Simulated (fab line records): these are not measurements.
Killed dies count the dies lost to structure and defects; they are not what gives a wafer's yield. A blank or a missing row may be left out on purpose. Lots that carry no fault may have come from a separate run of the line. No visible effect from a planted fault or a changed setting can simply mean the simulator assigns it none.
2 desks, one fault / flow gf180mcu / numbers are kept per desk, each desk with only its own; the story behind them comes last

## DESK OF THE TOOL OWNER: cvd w-01
The tool's own readings at GF_V2_CVD_23 (deposits W, target thk 350 nm, time 104.94 s): means of the sampled wafers that have a number, for each lot that ran on this tool. If a lot's mean is further than 4 standard deviations from the usual mean, the lot is out of limits and carries the mark OUT (the distance appears in the brackets).
Columns: A = heater power w at GF_V2_CVD_23, usual 905 W
lot=L127; first seen here=day 21 04:37; A=861
lot=L133; first seen here=day 22 22:52; A=906
lot=L132; first seen here=day 23 00:11; A=908
lot=L144; first seen here=day 26 21:49; A=908
lot=L146; first seen here=day 27 07:01; A=820
lot=L148; first seen here=day 27 20:44; A=865
Finding of this desk: none of the 6 lots has anything out of limits.

## THE METROLOGY DESK
Lot by lot, what the gauges showed, no matter which tool ran the lot: averages of those sampled wafers that carry a number. If a lot's mean is further than 4 standard deviations from the usual mean, the lot is out of limits and carries the mark OUT (the distance appears in the brackets).
Columns: A = V2_CVD_02_THK at GF_V2_THK_MEAS_03, usual 852 nm; B = V2_W_RS at GF_V2_RS_MEAS_24, usual 0.328 ohm/sq; C = V2_W_THK at GF_V2_THK_MEAS_25, usual 335 nm
lot=L125; first seen here=day 19 15:02; A=870; B=0.326; C=334
lot=L127; first seen here=day 20 03:03; A=865; B=0.332; C=334
lot=L126; first seen here=day 20 08:23; A=845; B=0.323; C=345
lot=L133; first seen here=day 21 21:46; A=859; B=0.833 (+99 or more) OUT; C=136 (-37) OUT
lot=L132; first seen here=day 21 23:46; A=852; B=0.840 (+99 or more) OUT; C=134 (-37) OUT
lot=L135; first seen here=day 23 05:10; A=855; B=0.329; C=335
lot=L144; first seen here=day 26 00:06; A=843; B=0.334; C=330
lot=L145; first seen here=day 26 07:43; A=855; B=0.327; C=338
lot=L146; first seen here=day 26 10:12; A=852; B=0.326; C=336
lot=L147; first seen here=day 26 18:52; A=846; B=0.325; C=337
lot=L148; first seen here=day 26 23:23; A=844; B=0.328; C=336
This desk finds L132, L133 out of limits, with the earliest case on L133 at day 22 22:59 (V2_W_RS at GF_V2_RS_MEAS_24). L125, L127, L126, L135, L144, L145, L146, L147, L148 stayed within limits.

## PUT TOGETHER
On L132, L133, the metrology desk was in a position to raise an alarm at day 22 22:59.
Nothing out of limits was seen by the tool owner's desk.
The tool owner's desk has L132, L133 on record, within its limits.
Every lot named ran GF_V2_CVD_23 on cvd w-01.

## WHAT THE SIMULATOR HAD PUT IN
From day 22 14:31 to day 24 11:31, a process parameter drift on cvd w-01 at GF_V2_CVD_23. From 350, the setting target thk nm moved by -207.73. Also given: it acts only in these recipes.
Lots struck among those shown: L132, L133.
Delay in hours, fault start to first out-of-limits reading, per desk: metrology desk 8.
